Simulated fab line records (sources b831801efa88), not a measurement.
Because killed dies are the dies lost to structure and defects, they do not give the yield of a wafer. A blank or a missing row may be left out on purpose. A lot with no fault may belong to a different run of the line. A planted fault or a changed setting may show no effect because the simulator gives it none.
Which tool was responsible?	flow gf180mcu	10 lots with 30 wafers sampled at 3 steps, on a route of 602 steps

== WHAT THE GAUGES READ, wafer by wafer ==
GF_TOP_METAL_RS_MEAS_05: a four-point-probe measurement.
lot	measured	on	TOP_METAL_ALCU_RS (ohm/sq)
L705	day 27 06:01	filmMetro-01	0.03286 0.03277 0.03304
L706	day 27 15:13	filmMetro-04	0.03286 0.03299 0.03324
L707	day 27 21:47	filmMetro-02	0.03245 0.03226 0.03277
L708	day 28 04:24	filmMetro-02	0.03265 0.03303 0.03313
L709	day 28 11:28	filmMetro-02	0.03294 0.03304 0.03306
L710	day 28 11:52	filmMetro-02	0.03299 0.03245 0.03258
L718	day 31 04:36	filmMetro-01	0.03272 0.03259 0.03257
L723	day 32 08:18	filmMetro-01	0.03293 0.03292 0.0326
L725	day 33 00:44	filmMetro-02	0.03256 0.03257 0.03242
L728	day 34 01:56	filmMetro-02	0.03278 0.03309 0.03265

== WHICH TOOL RAN EACH LOT (tool, then ch and the chambers of the sampled wafers, then the start) ==
lot	GF_V5_ETCH_17	GF_V5_STRIP_18
L705	rieDiel-03 ch 1,2,3, day 27 04:33 or earlier	plasmaAsher-01 ch 0,1, day 27 04:33
L706	rieDiel-03 ch 0,1, day 27 13:46 or earlier	plasmaAsher-02 ch 0,1, day 27 13:46
L707	rieDiel-04 ch 1,2,3, day 27 20:19 or earlier	plasmaAsher-03 ch 0,1, day 27 20:19
L708	rieDiel-01 ch 1,3, day 28 02:56 or earlier	plasmaAsher-03 ch 0,1, day 28 02:56
L709	rieDiel-01 ch 0,1,2, day 28 10:00 or earlier	plasmaAsher-01 ch 0,1, day 28 10:00
L710	rieDiel-03 ch 0,2,3, day 28 10:25 or earlier	plasmaAsher-02 ch 0,1, day 28 10:25
L718	rieDiel-04 ch 1,2, day 31 03:07 or earlier	plasmaAsher-02 ch 0,1, day 31 03:07
L723	rieDiel-04 ch 1,2,3, day 32 06:36 or earlier	plasmaAsher-03 ch 0,1, day 32 06:36
L725	rieDiel-01 ch 0,3, day 32 23:16 or earlier	plasmaAsher-03 ch 0,1, day 32 23:16
L728	rieDiel-03 ch 0,1,2, day 34 00:28 or earlier	plasmaAsher-03 ch 0,1, day 34 00:28
- GF_V5_ETCH_17: etches SiO2 in C4F8/O2/Ar, stops on TiN, target depth 855 nm.
- GF_V5_STRIP_18: strips in O2/N2.

== THE ANSWER, worked out from the rows above alone ==
Rule: the lots themselves supply what counts as usual. Put in order of their means at a reading, lots are off if they are a third of the lots or fewer, leave a main group of 4 or more, and stand apart from it by a gap of 3 or more times the standard deviation of the main group's means; of several such gaps the widest counts. A main group whose means are all the same, to the digits that the tables above print for the reading, isn't used. A lot without any number at a reading at which 4 lots or more have one is off too. Where the step has rows for the other lots, those lots are counted as sound.
No lot is off on any of the readings shown, so nothing can be concluded from this.

== WHAT THE SIMULATOR HAD INSERTED ==
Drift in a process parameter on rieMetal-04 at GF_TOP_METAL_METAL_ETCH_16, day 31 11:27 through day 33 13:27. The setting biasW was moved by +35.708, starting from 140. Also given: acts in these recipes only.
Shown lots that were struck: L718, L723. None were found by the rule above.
